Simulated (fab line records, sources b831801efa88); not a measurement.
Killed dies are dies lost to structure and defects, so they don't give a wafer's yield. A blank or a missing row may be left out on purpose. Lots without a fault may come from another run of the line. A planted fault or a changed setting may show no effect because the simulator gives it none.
Which tool did it? | flow gf180mcu | 14 lots, 42 wafers sampled, at 2 steps of a route of 602

WHAT THE GAUGES READ, wafer by wafer
GF_V2_CD_MEAS_14: target cd 260 nm. Usual: cd_nm 259.7 nm, standard deviation 1.2.
lot  | measured     | on        | cd_nm (nm)        | flag
L846 | day 20 08:21 | cd_sem-01 | 262.2 261.2 260.3 |
L850 | day 22 05:00 | cd_sem-01 | 259.7 260.2 260.7 |
L852 | day 23 03:23 | cd_sem-02 | 256.8 257.8 257.9 |
L853 | day 23 09:05 | cd_sem-02 | 260.0 259.5 258.1 |
L854 | day 23 09:26 | cd_sem-01 | 258.5 258.4 259.0 |
L857 | day 24 18:41 | cd_sem-01 | 259.4 259.8 258.8 |
L859 | day 25 06:53 | cd_sem-01 | 261.5 261.4 261.3 |
L860 | day 25 11:14 | cd_sem-02 | 260.2 259.5 261.6 |
L861 | day 25 16:07 | cd_sem-02 | 259.0 258.0 257.7 |
L864 | day 26 15:10 | cd_sem-02 | 260.1 259.5 259.6 |
L865 | day 27 01:03 | cd_sem-01 | 260.5 259.7 260.4 |
L866 | day 27 06:10 | cd_sem-02 | 258.9 258.8 259.3 |
L868 | day 28 06:50 | cd_sem-01 | 259.4 259.9 260.0 |
L869 | day 28 07:31 | cd_sem-01 | 259.3 258.6 259.0 |

GF_V2_OVL_MEAS_15. Usual: V2_OVL 3 nm, standard deviation 4.5.
lot  | measured     | on         | V2_OVL (nm) | flag
L846 | day 20 08:26 | overlay-02 | 4 -1 8      |
L850 | day 22 05:07 | overlay-01 | 4 -8 2      |
L852 | day 23 03:30 | overlay-01 | 5 4 -1      |
L853 | day 23 09:12 | overlay-02 | 4 2 1       |
L854 | day 23 09:33 | overlay-02 | 9 -5 -4     |
L857 | day 24 18:48 | overlay-01 | 2 -3 4      |
L859 | day 25 07:00 | overlay-01 | -3 0 9      |
L860 | day 25 11:21 | overlay-02 | 4 -5 -1     |
L861 | day 25 16:14 | overlay-01 | 5 4 0       |
L864 | day 26 15:17 | overlay-01 | 3 -2 1      |
L865 | day 27 01:08 | overlay-02 | 5 9 9       |
L866 | day 27 06:17 | overlay-02 | 4 -4 -1     |
L868 | day 28 06:57 | overlay-02 | 5 4 1       |
L869 | day 28 07:38 | overlay-01 | 4 5 -3      |

WHICH TOOL RAN EACH LOT (tool, then ch and the chambers of the sampled wafers, then the start)
The record holds no process step before these readings.

WHAT THE TOOLS THEMSELVES READ (means of the sampled wafers that have a number; where no wafer has one, the mark that the record gives instead)
The record holds no such reading with a usual standard deviation.

THE ANSWER, worked out from the rows above alone
Rule: a lot is off if the mean of its wafers that have a number lies more than 3 standard deviations from the usual mean. A lot without any number at a reading at which 4 lots or more have one is off too. The other lots that the step has rows for count as sound. The gauges are gone through in route order, then the tools' own readings, and for those a lot's mean is taken as printed above. The first step at which some lot is off is used, and at that step the reading that is off furthest; a lot without a number counts as furthest.
No lot is off at any reading shown: from this, nothing can be told.

WHAT THE SIMULATOR HAD PUT IN
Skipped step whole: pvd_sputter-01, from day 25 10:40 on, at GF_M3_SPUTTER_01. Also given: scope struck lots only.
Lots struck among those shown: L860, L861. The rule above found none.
